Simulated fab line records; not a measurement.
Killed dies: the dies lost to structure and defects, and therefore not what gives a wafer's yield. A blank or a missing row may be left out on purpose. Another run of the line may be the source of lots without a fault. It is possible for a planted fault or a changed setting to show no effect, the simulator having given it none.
The tool behind it: which one? || flow gf180mcu || 13 lots, 39 wafers sampled, at 3 steps of a route of 602

## WHAT EACH GAUGE READ, for each wafer
GF_TOP_METAL_RS_MEAS_05: the measuring method here is four-point-probe. Usual: for TOP_METAL_ALCU_RS the level is 0.0327 ohm/sq and the standard deviation is 0.00035.
{"lot": "L207", "measured": "day 27 10:25", "on": "film metro-03", "TOP_METAL_ALCU_RS (ohm/sq)": "0.0324 0.0322 0.0322", "flag": ""}
{"lot": "L208", "measured": "day 27 13:00", "on": "film metro-02", "TOP_METAL_ALCU_RS (ohm/sq)": "0.0323 0.0325 0.0323", "flag": ""}
{"lot": "L209", "measured": "day 27 23:40", "on": "film metro-02", "TOP_METAL_ALCU_RS (ohm/sq)": "0.0325 0.0325 0.0326", "flag": ""}
{"lot": "L210", "measured": "day 28 08:22", "on": "film metro-03", "TOP_METAL_ALCU_RS (ohm/sq)": "0.0330 0.0323 0.0329", "flag": ""}
{"lot": "L214", "measured": "day 29 12:22", "on": "film metro-02", "TOP_METAL_ALCU_RS (ohm/sq)": "0.0327 0.0323 0.0326", "flag": ""}
{"lot": "L216", "measured": "day 30 04:03", "on": "film metro-01", "TOP_METAL_ALCU_RS (ohm/sq)": "0.0324 0.0326 0.0327", "flag": ""}
{"lot": "L217", "measured": "day 30 16:59", "on": "film metro-03", "TOP_METAL_ALCU_RS (ohm/sq)": "0.0322 0.0327 0.0325", "flag": ""}
{"lot": "L220", "measured": "day 31 10:40", "on": "film metro-03", "TOP_METAL_ALCU_RS (ohm/sq)": "0.0331 0.0328 0.0331", "flag": ""}
{"lot": "L224", "measured": "day 32 20:11", "on": "film metro-02", "TOP_METAL_ALCU_RS (ohm/sq)": "0.0326 0.0327 0.0329", "flag": ""}
{"lot": "L225", "measured": "day 32 22:33", "on": "film metro-01", "TOP_METAL_ALCU_RS (ohm/sq)": "0.0321 0.0323 0.0325", "flag": ""}
{"lot": "L227", "measured": "day 33 07:28", "on": "film metro-03", "TOP_METAL_ALCU_RS (ohm/sq)": "0.0327 0.0328 0.0331", "flag": ""}
{"lot": "L228", "measured": "day 33 09:47", "on": "film metro-01", "TOP_METAL_ALCU_RS (ohm/sq)": "0.0331 0.0329 0.0329", "flag": ""}
{"lot": "L229", "measured": "day 33 17:29", "on": "film metro-03", "TOP_METAL_ALCU_RS (ohm/sq)": "0.0330 0.0329 0.0328", "flag": ""}

GF_PASSIVATION_THK_MEAS_03. Usual: for PASSIVATION_CVD_02_THK the level is 698 nm and the standard deviation is 10.
{"lot": "L207", "measured": "day 28 07:25", "on": "film metro-01", "PASSIVATION_CVD_02_THK (nm)": "686 686 707", "flag": ""}
{"lot": "L208", "measured": "day 28 09:53", "on": "film metro-03", "PASSIVATION_CVD_02_THK (nm)": "691 695 700", "flag": ""}
{"lot": "L209", "measured": "day 28 20:08", "on": "film metro-01", "PASSIVATION_CVD_02_THK (nm)": "699 709 704", "flag": ""}
{"lot": "L210", "measured": "day 29 04:24", "on": "film metro-01", "PASSIVATION_CVD_02_THK (nm)": "685 695 708", "flag": ""}
{"lot": "L214", "measured": "day 30 08:25", "on": "film metro-03", "PASSIVATION_CVD_02_THK (nm)": "687 688 693", "flag": ""}
{"lot": "L216", "measured": "day 30 22:11", "on": "film metro-01", "PASSIVATION_CVD_02_THK (nm)": "691 682 703", "flag": ""}
{"lot": "L217", "measured": "day 31 11:47", "on": "film metro-01", "PASSIVATION_CVD_02_THK (nm)": "704 697 716", "flag": ""}
{"lot": "L220", "measured": "day 32 04:26", "on": "film metro-01", "PASSIVATION_CVD_02_THK (nm)": "691 711 716", "flag": ""}
{"lot": "L224", "measured": "day 33 12:45", "on": "film metro-03", "PASSIVATION_CVD_02_THK (nm)": "708 715 707", "flag": ""}
{"lot": "L225", "measured": "day 33 14:10", "on": "film metro-03", "PASSIVATION_CVD_02_THK (nm)": "692 704 716", "flag": ""}
{"lot": "L227", "measured": "day 33 23:50", "on": "film metro-01", "PASSIVATION_CVD_02_THK (nm)": "684 683 689", "flag": ""}
{"lot": "L228", "measured": "day 34 02:58", "on": "film metro-04", "PASSIVATION_CVD_02_THK (nm)": "716 700 702", "flag": ""}
{"lot": "L229", "measured": "day 34 10:02", "on": "film metro-04", "PASSIVATION_CVD_02_THK (nm)": "717 703 719", "flag": ""}

## WHICH TOOL RAN EACH LOT (tool, then ch and the chambers of the sampled wafers, then the start)
{"lot": "L207", "GF_V3_CMP_26": "cmp-01 ch 0,1,3, day 22 16:40"}
{"lot": "L208", "GF_V3_CMP_26": "cmp-02 ch 0,2,3, day 22 18:43"}
{"lot": "L209", "GF_V3_CMP_26": "cmp-01 ch 0,3, day 23 05:54"}
{"lot": "L210", "GF_V3_CMP_26": "cmp-02 ch 0,1, day 23 17:25"}
{"lot": "L214", "GF_V3_CMP_26": "cmp-02 ch 1,3, day 24 23:34"}
{"lot": "L216", "GF_V3_CMP_26": "cmp-01 ch 0,1, day 25 20:06"}
{"lot": "L217", "GF_V3_CMP_26": "cmp-02 ch 0,1, day 26 09:27"}
{"lot": "L220", "GF_V3_CMP_26": "cmp-02 ch 0,1,3, day 27 07:09"}
{"lot": "L224", "GF_V3_CMP_26": "cmp-01 ch 0,2, day 28 21:38"}
{"lot": "L225", "GF_V3_CMP_26": "cmp-02 ch 0,1,2, day 28 23:02"}
{"lot": "L227", "GF_V3_CMP_26": "cmp-01 ch 1,2,3, day 29 06:01"}
{"lot": "L228", "GF_V3_CMP_26": "cmp-02 ch 0,1, day 29 13:13"}
{"lot": "L229", "GF_V3_CMP_26": "cmp-01 ch 1,2,3, day 29 21:47"}
- GF_V3_CMP_26: polishes, stops on SiO2, t overpolish 15 s, target thk 0 nm.

## WHAT THE TOOLS THEMSELVES READ (means of the sampled wafers that have a number; where no wafer has one, the mark that the record gives instead)
GF_V3_CMP_26. Usual: motor current A 11.1 A, standard deviation 0.83; overpolish run s 15.000 s, standard deviation 0.0083; time to endpoint s 83 s, standard deviation 3.7.
{"lot": "L207", "tool": "cmp-01", "motor current A (A)": 11.0, "overpolish run s (s)": 14.991, "time to endpoint s (s)": 83, "flag": ""}
{"lot": "L208", "tool": "cmp-02", "motor current A (A)": 11.6, "overpolish run s (s)": 15.000, "time to endpoint s (s)": 85, "flag": ""}
{"lot": "L209", "tool": "cmp-01", "motor current A (A)": 10.9, "overpolish run s (s)": 14.999, "time to endpoint s (s)": 82, "flag": ""}
{"lot": "L210", "tool": "cmp-02", "motor current A (A)": 11.0, "overpolish run s (s)": 14.996, "time to endpoint s (s)": 84, "flag": ""}
{"lot": "L214", "tool": "cmp-02", "motor current A (A)": 10.5, "overpolish run s (s)": 15.005, "time to endpoint s (s)": 82, "flag": ""}
{"lot": "L216", "tool": "cmp-01", "motor current A (A)": 11.2, "overpolish run s (s)": 14.999, "time to endpoint s (s)": 81, "flag": ""}
{"lot": "L217", "tool": "cmp-02", "motor current A (A)": 11.1, "overpolish run s (s)": 14.998, "time to endpoint s (s)": 81, "flag": ""}
{"lot": "L220", "tool": "cmp-02", "motor current A (A)": 11.4, "overpolish run s (s)": 14.995, "time to endpoint s (s)": 80, "flag": ""}
{"lot": "L224", "tool": "cmp-01", "motor current A (A)": 11.1, "overpolish run s (s)": 14.995, "time to endpoint s (s)": 87, "flag": ""}
{"lot": "L225", "tool": "cmp-02", "motor current A (A)": 11.0, "overpolish run s (s)": 15.000, "time to endpoint s (s)": 84, "flag": ""}
{"lot": "L227", "tool": "cmp-01", "motor current A (A)": 11.0, "overpolish run s (s)": 15.008, "time to endpoint s (s)": 80, "flag": ""}
{"lot": "L228", "tool": "cmp-02", "motor current A (A)": 11.2, "overpolish run s (s)": 15.002, "time to endpoint s (s)": 80, "flag": ""}
{"lot": "L229", "tool": "cmp-01", "motor current A (A)": 11.0, "overpolish run s (s)": 14.989, "time to endpoint s (s)": 80, "flag": ""}

## THE ANSWER, worked out from the rows above alone
Rule: a lot is off if the mean of its wafers that have a number lies more than 3 standard deviations from the usual mean. Also off: a lot with no number at a reading for which 4 or more lots have one. Any other lot the step has rows for is counted as sound. Order of review: gauges by route order, followed by the tools' own readings, for which a lot's mean as printed above is used. At the first step where some lot is off, the reading lying furthest off is the one used; lots without a number count as furthest.
Across all readings shown, no lot is off: no conclusion can be drawn from this.

## WHAT HAD BEEN PUT IN BY THE SIMULATOR
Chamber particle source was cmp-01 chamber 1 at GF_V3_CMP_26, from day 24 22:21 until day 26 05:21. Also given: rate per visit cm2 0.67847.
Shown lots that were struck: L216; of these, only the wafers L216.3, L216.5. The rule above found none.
